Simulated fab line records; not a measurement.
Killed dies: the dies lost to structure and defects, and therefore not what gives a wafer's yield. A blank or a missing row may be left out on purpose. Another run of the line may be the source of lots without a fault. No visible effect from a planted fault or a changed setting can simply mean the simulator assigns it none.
Chamber matching + flow gf180mcu + 3 sister chambers for GF_V4_CVD_02 on pecvd-01
The step deposits SiO2 from TEOS, target thk 850 nm, time 94.851 s. 6 wafers are shown with their chamber, then 8 later ones without.

## WAFERS WITH THEIR CHAMBER
| wafer  | chamber | heater_power_w (W) | susceptor_temp_C (C) |
|--------|---------|--------------------|----------------------|
| L085.3 | 1       | 784                | 400.42               |
| L085.4 | 0       | 795                | 399.90               |
| L090.2 | 2       | 678                | 399.79               |
| L090.3 | 0       | 727                | 400.38               |
| L090.6 | 1       | 777                | 399.90               |
| L091.3 | 2       | 674                | 399.90               |

## WAFERS WITHOUT THEIR CHAMBER
| wafer  | heater_power_w (W) | susceptor_temp_C (C) |
|--------|--------------------|----------------------|
| L091.5 | 886                | 400.14               |
| L091.6 | 566                | 400.01               |
| L092.3 | 713                | 399.71               |
| L092.4 | 720                | 400.27               |
| L092.6 | 756                | 399.81               |
| L097.1 | 828                | 400.26               |
| L097.2 | 767                | 400.20               |
| L097.3 | 615                | 399.76               |

## EACH ONE'S CHAMBER
| wafer  | from the rows above          | in truth |
|--------|------------------------------|----------|
| L091.5 | can't be placed: 1 or 0      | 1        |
| L091.6 | 2                            | 2        |
| L092.3 | can't be placed: 2 or 0 or 1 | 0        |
| L092.4 | can't be placed: 0 or 2 or 1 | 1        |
| L092.6 | can't be placed: 0 or 1 or 2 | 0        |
| L097.1 | can't be placed: 1 or 0      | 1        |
| L097.2 | can't be placed: 0 or 1      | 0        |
| L097.3 | 2                            | 2        |
Correct placement for 2 of the 8. Cannot be placed on the basis of these rows: 6; the candidates contain the true chamber in 6. Placed wrongly: 0.
How it was worked out, from the rows above alone: a wafer's distance from a chamber is the root of the sum, over the readings, of the square of ((its reading less the chamber's mean) divided by the reading's scatter). The wafer belongs to the nearest chamber; if the next one is less than 2 further off, it can't be placed. A chamber's mean is the mean of its shown wafers. The scatter: the root of (the sum of the squares of (reading less its chamber's mean) over the shown wafers, divided by (wafers less chambers)).
